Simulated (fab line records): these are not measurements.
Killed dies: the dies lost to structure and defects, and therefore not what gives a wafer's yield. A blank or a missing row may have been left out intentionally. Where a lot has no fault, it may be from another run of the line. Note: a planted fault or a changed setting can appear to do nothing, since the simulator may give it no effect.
Matching of chambers | flow sky130 | SKY_SPACER_ETCHBACK_02 on rie-diel-03: 4 sister chambers
The step etches Si3N4 in CH3F/O2, stops on SiO2, time 46.7 s, target depth 45 nm. 8 wafers are shown with their chamber, then 7 later ones without.

== WAFERS, EACH WITH ITS CHAMBER ==
wafer  | chamber | drypump-motor-current-A (A) | oes-product-au (a.u.)
L597.6 | 1       | 5.6                         | 0.854
L603.2 | 2       | 6.3                         | 0.860
L603.3 | 3       | 5.4                         | 0.856
L604.2 | 0       | 5.7                         | 0.844
L604.5 | 1       | 5.6                         | 0.850
L604.6 | 2       | 6.3                         | 0.858
L606.2 | 0       | 5.6                         | 0.851
L606.3 | 3       | 5.3                         | 0.854

== WAFERS WITHOUT THEIR CHAMBER ==
wafer  | drypump-motor-current-A (A) | oes-product-au (a.u.)
L606.5 | 5.6                         | 0.845
L608.1 | 5.7                         | 0.860
L608.3 | 5.4                         | 0.849
L608.4 | 6.3                         | 0.860
L614.2 | 6.4                         | 0.860
L614.5 | 6.4                         | 0.854
L614.6 | 5.4                         | 0.849

== CHAMBER TAKEN BY EACH ==
wafer  | from the rows above     | in truth
L606.5 | can't be placed: 0 or 1 | 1
L608.1 | can't be placed: 1 or 0 | 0
L608.3 | can't be placed: 3 or 1 | 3
L608.4 | 2                       | 2
L614.2 | 2                       | 2
L614.5 | 2                       | 2
L614.6 | can't be placed: 3 or 1 | 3
3 of 7 placed correctly. Unplaceable from these rows: 4, with the true chamber sitting among the candidates in 4. 0 placed wrongly.
How it was worked out, from the rows above alone: a wafer's distance from a chamber is the root of the sum, over the readings, of the square of ((its reading less the chamber's mean) divided by the reading's scatter). The wafer belongs to the nearest chamber; if the next one is less than 2 further off, it can't be placed. A chamber's mean is the mean of its shown wafers. The scatter: take each reading less its chamber's mean, square it, sum over the shown wafers, divide by the number of wafers less the number of chambers, and take the root.
